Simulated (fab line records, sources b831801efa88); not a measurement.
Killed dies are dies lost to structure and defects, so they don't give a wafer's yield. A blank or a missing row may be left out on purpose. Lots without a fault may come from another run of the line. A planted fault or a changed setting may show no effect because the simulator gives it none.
Which tool did it? | flow gf180mcu | 14 lots, 42 wafers sampled, at 2 steps of a route of 602

WHAT THE GAUGES READ, wafer by wafer
GF_V2_THK_MEAS_01. Usual: V2_CVD_00_THK 601 nm, standard deviation 5.6.
lot  | measured     | on            | V2_CVD_00_THK (nm) | flag
L566 | day 19 04:06 | film_metro-01 | 609 598 599        |
L567 | day 19 16:28 | film_metro-04 | 597 603 599        |
L572 | day 21 09:39 | film_metro-02 | 595 606 605        |
L577 | day 23 08:20 | film_metro-04 | 595 596 599        |
L578 | day 23 22:45 | film_metro-01 | 608 606 604        |
L579 | day 24 02:45 | film_metro-01 | 594 592 594        |
L580 | day 24 10:03 | film_metro-02 | 608 599 609        |
L581 | day 24 15:27 | film_metro-04 | 595 606 604        |
L582 | day 24 22:55 | film_metro-04 | 604 606 611        |
L583 | day 25 04:20 | film_metro-02 | 603 600 596        |
L584 | day 25 14:03 | film_metro-04 | 600 596 597        |
L586 | day 26 08:25 | film_metro-02 | 607 603 603        |
L587 | day 26 14:33 | film_metro-04 | 603 590 601        |
L589 | day 27 02:52 | film_metro-04 | 601 605 591        |

GF_V2_BOW_MEAS_05. Usual: V2_BOW 100 um, standard deviation 8.6.
lot  | measured     | on            | V2_BOW (um) | flag
L566 | day 19 04:35 | film_metro-01 | 94 100 97   |
L567 | day 19 16:58 | film_metro-04 | 102 110 100 |
L572 | day 21 10:12 | film_metro-02 | 111 112 131 |
L577 | day 23 08:50 | film_metro-04 | 121 98 99   |
L578 | day 23 23:14 | film_metro-02 | 93 87 92    |
L579 | day 24 03:14 | film_metro-04 | 103 99 104  |
L580 | day 24 10:32 | film_metro-02 | 101 103 105 |
L581 | day 24 15:56 | film_metro-01 | 86 98 90    |
L582 | day 24 23:25 | film_metro-04 | 96 91 98    |
L583 | day 25 04:53 | film_metro-04 | 83 102 99   |
L584 | day 25 14:32 | film_metro-02 | 101 99 95   |
L586 | day 26 08:54 | film_metro-02 | 98 89 99    |
L587 | day 26 15:02 | film_metro-04 | 105 107 109 |
L589 | day 27 03:23 | film_metro-02 | 98 94 103   |

WHICH TOOL RAN EACH LOT (tool, then ch and the chambers of the sampled wafers, then the start)
The record holds no process step before these readings.

WHAT THE TOOLS THEMSELVES READ (means of the sampled wafers that have a number; where no wafer has one, the mark that the record gives instead)
The record holds no such reading with a usual standard deviation.

THE ANSWER, worked out from the rows above alone
Rule: a lot is off if the mean of its wafers that have a number lies more than 3 standard deviations from the usual mean. A lot without any number at a reading at which 4 lots or more have one is off too. The other lots that the step has rows for count as sound. The gauges are gone through in route order, then the tools' own readings, and for those a lot's mean is taken as printed above. The first step at which some lot is off is used, and at that step the reading that is off furthest; a lot without a number counts as furthest.
No lot is off at any reading shown: from this, nothing can be told.

WHAT THE SIMULATOR HAD PUT IN
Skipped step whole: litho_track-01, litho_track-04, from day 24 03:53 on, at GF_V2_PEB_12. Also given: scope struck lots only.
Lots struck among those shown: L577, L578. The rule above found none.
